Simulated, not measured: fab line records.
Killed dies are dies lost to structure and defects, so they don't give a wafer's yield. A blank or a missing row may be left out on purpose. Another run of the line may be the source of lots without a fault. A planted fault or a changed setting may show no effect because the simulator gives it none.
Split-lot study | flow sfqLine | on a route of 325 steps: 5 lots, 23 wafers read

== THE SPLIT ITSELF ==
At SFQ_TRILAYER_JJ_CE_LITHO_COAT_114 (resist thk 600 nm), the setting resistThkNm was moved away from the recipe's 600 nm on 6 of the 23 wafers read, by -3.9% to -3.8%. All remaining wafers had this setting at the recipe value.

The reading comes from the split's own step.

== THE READING ==
KrF_of_TRILAYER_JJ_CE_LITHO_COAT_114.thkNm (the simulator's own value, which no gauge read), in nm, at SFQ_TRILAYER_JJ_CE_LITHO_COAT_114 (resist thk 600 nm). There is no usual value for it anywhere in the file. Average 600.2 nm, standard deviation 1.7 nm, over the 17 wafers here run with the recipe.

wafer  | tool, chamber at the split | resistThkNm as run, nm | against the recipe | KrF_of_TRILAYER_JJ_CE_LITHO_COAT_114.thkNm, nm | against lot-mates on the recipe
L074.2 | lithoTrack-03, 0           | 600                    | recipe             | 598.2                                          | -
L074.4 | lithoTrack-03, 0           | 600                    | recipe             | 598.5                                          | -
L074.5 | lithoTrack-03, 0           | 600                    | recipe             | 599.3                                          | -
L076.2 | lithoTrack-04, 0           | 576.4                  | -3.9%              | 575.8                                          | -22.7
L076.3 | lithoTrack-04, 0           | 576.4                  | -3.9%              | 576.3                                          | -22.2
L076.4 | lithoTrack-04, 0           | 600                    | recipe             | 597.9                                          | -
L076.5 | lithoTrack-04, 0           | 576.4                  | -3.9%              | 576.5                                          | -22.0
L076.6 | lithoTrack-04, 0           | 600                    | recipe             | 599                                            | -
L078.1 | lithoTrack-03, 0           | 600                    | recipe             | 601.9                                          | -
L078.2 | lithoTrack-03, 0           | 600                    | recipe             | 601.5                                          | -
L078.3 | lithoTrack-03, 0           | 600                    | recipe             | 603.4                                          | -
L078.4 | lithoTrack-03, 0           | 600                    | recipe             | 602.7                                          | -
L078.5 | lithoTrack-03, 0           | 600                    | recipe             | 601.2                                          | -
L080.2 | lithoTrack-04, 0           | 577.2                  | -3.8%              | 574.8                                          | -23.2
L080.3 | lithoTrack-04, 0           | 600                    | recipe             | 597.1                                          | -
L080.4 | lithoTrack-04, 0           | 577.2                  | -3.8%              | 576.1                                          | -21.9
L080.5 | lithoTrack-04, 0           | 577.2                  | -3.8%              | 576.5                                          | -21.5
L080.6 | lithoTrack-04, 0           | 600                    | recipe             | 598.9                                          | -
L083.1 | lithoTrack-04, 0           | 600                    | recipe             | 601.3                                          | -
L083.3 | lithoTrack-04, 0           | 600                    | recipe             | 600.7                                          | -
L083.4 | lithoTrack-04, 0           | 600                    | recipe             | 601.2                                          | -
L083.5 | lithoTrack-04, 0           | 600                    | recipe             | 600.6                                          | -
L083.6 | lithoTrack-04, 0           | 600                    | recipe             | 599.6                                          | -

THE FIT
A straight line over all 23 wafers: KrF_of_TRILAYER_JJ_CE_LITHO_COAT_114.thkNm changes by +6.25 nm for each +1% of resistThkNm; r = +0.99; the points scatter about the line by 1.6 nm.
The same after taking each lot's own level away (the mean of its wafers on the recipe; 23 wafers): +5.75 nm for each +1%; r = +1.00; scatter 0.71 nm.
On that fit, the largest move of resistThkNm shifts the reading by 23 nm.
From 598.00 to 602.14 nm: that is the span of the lots' own levels, equal to 2.4 times the standard deviation above.
Consequently the slope shifts little with the lot-to-lot level, the two slopes agreeing.
Check: -22.6 nm against its lot-mates is what the line predicts for one of the wafers moved furthest among these (-3.9%) when that wafer is left out of the fit. It came out at -22.7 nm against them.

== ADDITIONAL SPLITS CARRIED BY THESE WAFERS ==
Before the reading, these wafers also passed through other splits. Each is held against what the fit with the lots' levels taken away leaves over:
other split on the same wafers                 | wafers away from the commonest value | r with KrF_of_TRILAYER_JJ_CE_LITHO_COAT_114.thkNm (lot level and that fit taken away)
SFQ_TRILAYER_M4_LITHO_COAT_098 spinRpm         | 7                                    | -0.28
SFQ_TRILAYER_M4_LITHO_PEB_096 pebTimeS         | 7                                    | +0.15
SFQ_TRILAYER_I4_CMP_CMP_100 leaveAboveRefNm    | 5                                    | +0.21
SFQ_TRILAYER_I4_VIA_LITHO_PEB_106 pebTimeS     | 10                                   | -0.03
SFQ_TRILAYER_I4_VIA_ETCH_VIA_ETCH_106 biasW    | 9                                    | -0.22
SFQ_TRILAYER_JJ_TRILAYER_DEP_SPUTTER_110 timeS | 4                                    | -0.25

== FILE'S OWN FIT ==
KrF_of_TRILAYER_JJ_CE_LITHO_COAT_114.thkNm changes by +5.75 nm for each +1% of resistThkNm, r = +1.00.
